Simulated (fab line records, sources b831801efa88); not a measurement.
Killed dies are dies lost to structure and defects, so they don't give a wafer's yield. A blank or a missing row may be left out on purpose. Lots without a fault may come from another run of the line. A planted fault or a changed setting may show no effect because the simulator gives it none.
A struck lot beside a sound one | flow sky130 | 17 steps out of a route of 708
Sound: wafers L587.2, L587.4, L587.6. Struck: wafers L596.1, L596.2, L596.3. The cause comes at the end.
At each step with rows: each side's tool, then ch and its chambers, then its first start. Under that, the readings that differ: sound wafers | struck wafers | difference of the means | sigmas: that difference in standard deviations of wafers without a fault.
alike: readings whose means differ by less than 2 such deviations, and words and numbers that are the same on both sides. not compared: withheld readings, readings that some wafer has no value for, bounds like >300 that may hide the same value, and numbers for which the record gives no deviation and whose values overlap.
The two part at a step that has a row with sigmas, a row that says differs or no value, or rows on one side only. Numbers that don't overlap but have no deviation are shown without sigmas and don't part them. A reading that every wafer of one side lacks parts them only if that side has two wafers or more.

first, 3 steps without rows for these wafers: SKY_LDD_P_EXPOSE_04 (exposes mask PSDM, target cd 380 nm); SKY_LDD_P_PEB_05; SKY_LDD_P_DEVELOP_06 (develop time 60 s).
SKY_LDD_P_CD_MEAS_07: target cd 380 nm.
  sound on cd_sem-01, day 19 09:49; struck on cd_sem-02, day 22 10:28
  alike: cd_nm
SKY_LDD_P_OVL_MEAS_08:
  sound on overlay-02, day 19 09:55; struck on overlay-01, day 22 10:35
  alike: LDD_P_OVL
then, 1 step without rows for these wafers: SKY_LDD_P_IMPLANT_09.
SKY_LDD_P_STRIP_10: strips in O2/N2.
  sound on plasma_asher-01 ch 0,1, day 19 10:06; struck on plasma_asher-01 ch 0,1, day 22 10:46
  alike: drypump_motor_current_A, n2_flow_sccm, oes_product_au, strip_time_to_endpoint_s
  not compared: rf_hours_counter_h
SKY_LDD_P_TW_MEAS_11:
  sound on film_metro-01, day 19 10:13; struck on film_metro-01, day 22 10:52
  alike: LDD_P_TW
then, 4 steps without rows for these wafers: SKY_LDD_HVN_DEHYDRATE_00 (time 60 s); SKY_LDD_HVN_HMDS_01 (prime time 60 s); SKY_LDD_HVN_COAT_02 (resist thk 300 nm); SKY_LDD_HVN_SOFTBAKE_03 (time 60 s).
SKY_LDD_HVN_EXPOSE_04: exposes mask HVNTM, target cd 700 nm.
  sound on iline_stepper-01 ch 0, day 20 01:32; struck on iline_stepper-01 ch 0, day 23 02:29
  reading                         | sound                | struck               | difference | sigmas
  model.LDD_HVN.overlay_x_nm (nm) | -1.152 -1.152 -1.152 | -72.35 -72.35 -72.35 | -71.20     |
  alike: mask, exposure_dose_mJ_cm2, reticle_temp_C, stage_vel_mm_s
then, 2 steps without rows for these wafers: SKY_LDD_HVN_PEB_05; SKY_LDD_HVN_DEVELOP_06 (develop time 60 s).
SKY_LDD_HVN_OVL_MEAS_07:
  sound on overlay-02, day 20 16:31; struck on overlay-01, day 23 17:07
  reading          | sound          | struck            | difference | sigmas
  LDD_HVN_OVL (nm) | -3.3 -0.3 -4.8 | -72.5 -71.4 -72.1 | -69.2      | -53
then, 1 step without rows for these wafers: SKY_LDD_HVN_IMPLANT_08.

WHERE THEY PART
Only at SKY_LDD_HVN_OVL_MEAS_07, within this record.

WHY: what the simulator had put in
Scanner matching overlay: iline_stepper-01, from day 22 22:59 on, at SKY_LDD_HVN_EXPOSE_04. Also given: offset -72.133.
